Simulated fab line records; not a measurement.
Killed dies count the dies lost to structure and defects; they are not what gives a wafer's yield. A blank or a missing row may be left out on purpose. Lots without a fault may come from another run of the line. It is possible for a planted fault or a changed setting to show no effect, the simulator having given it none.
Split-lot experiment -- flow sfq line -- on a route of 325 steps: 5 lots, 23 wafers read

SPLIT DETAILS
At SFQ_TRILAYER_I0_VIA_BARC_OPEN_VIA_ETCH_046 (etches BARC in O2, target depth 125 nm, time 41.7 s), the setting time s was moved away from the recipe's 41.7 s on 7 of the 23 wafers read, by -12.1% to +9.3%. This setting was run at the recipe's value on the other wafers.

Reading taken at the split's own step.

THE READING
oes product au, in a.u., at SFQ_TRILAYER_I0_VIA_BARC_OPEN_VIA_ETCH_046 (etches BARC in O2, target depth 125 nm, time 41.7 s). A value of 0.684 a.u. with a standard deviation of 0.0041 a.u. is what fault-free wafers of this fab line usually give.

wafer,"tool, chamber at the split","time s as run, s",against the recipe,"oes product au, a.u.",against lot-mates on the recipe
L074.1,"rie diel-03, 1",41.7,recipe,0.691,-
L074.2,"rie diel-03, 0",45.58,+9.3%,0.661,-0.023
L074.3,"rie diel-03, 3",41.7,recipe,0.682,-
L074.4,"rie diel-03, 0",45.58,+9.3%,0.672,-0.012
L074.5,"rie diel-03, 1",41.7,recipe,0.680,-
L075.1,"rie diel-04, 3",38.69,-7.2%,0.712,+0.022
L075.2,"rie diel-04, 2",38.69,-7.2%,0.710,+0.020
L075.3,"rie diel-04, 1",41.7,recipe,0.693,-
L075.4,"rie diel-04, 0",41.7,recipe,0.686,-
L075.6,"rie diel-04, 1",38.69,-7.2%,0.703,+0.013
L076.3,"rie diel-04, 0",41.7,recipe,0.681,-
L076.4,"rie diel-04, 3",41.7,recipe,0.683,-
L076.6,"rie diel-04, 3",41.7,recipe,0.680,-
L081.1,"rie diel-04, 2",41.7,recipe,0.681,-
L081.2,"rie diel-04, 1",41.7,recipe,0.681,-
L081.3,"rie diel-04, 0",41.7,recipe,0.683,-
L081.4,"rie diel-04, 3",41.7,recipe,0.689,-
L081.6,"rie diel-04, 2",41.7,recipe,0.685,-
L084.1,"rie diel-03, 2",36.67,-12.1%,0.730,+0.046
L084.2,"rie diel-03, 1",36.67,-12.1%,0.728,+0.044
L084.3,"rie diel-03, 0",41.7,recipe,0.684,-
L084.4,"rie diel-03, 3",41.7,recipe,0.683,-
L084.5,"rie diel-03, 2",41.7,recipe,0.686,-

FIT RESULTS
A straight line over all 23 wafers: oes product au changes by -0.00303 a.u. for each +1% of time s; r = -0.95; the points scatter about the line by 0.0054 a.u.
The same after taking each lot's own level away (the mean of its wafers on the recipe; 23 wafers): -0.00287 a.u. for each +1%; r = -0.95; scatter 0.0053 a.u.
That fit puts the effect of the largest move of time s on the reading at 0.035 a.u.
The lots' own levels span 0.6813 to 0.6895 a.u., that is 2.0 times the standard deviation above.
The two slopes agree, so the slope changes little with the lot-to-lot level.
Check: +0.0329 a.u. against its lot-mates is what the line predicts for one of the wafers moved furthest among these (-12.1%) when that wafer is left out of the fit. It came out at +0.0457 a.u. against them.
Tool readings at the split's step, against how far the setting was moved: oes product au r = -0.95.

THESE WAFERS: OTHER SPLITS
Before the reading, these wafers also passed through other splits. Each is held against what the fit with the lots' levels taken away leaves over:
other split on the same wafers,wafers away from the commonest value,r with oes product au (lot level and that fit taken away)
SFQ_TRILAYER_INCOMING_OXIDATION_002 ox time s,15,-0.24
SFQ_TRILAYER_L0_LITHO_COAT_010 resist thk nm,10,-0.08
SFQ_TRILAYER_L0_VIA_LITHO_COAT_013 spin rpm,11,+0.28
SFQ_TRILAYER_M0_LITHO_COAT_026 spin rpm,4,+0.05
SFQ_TRILAYER_I0_VIA_LITHO_PEB_034 peb time s,8,+0.35

THE FILE'S OWN FIT
oes product au changes by -0.00294 a.u. for each +1% of time s, r = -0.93.
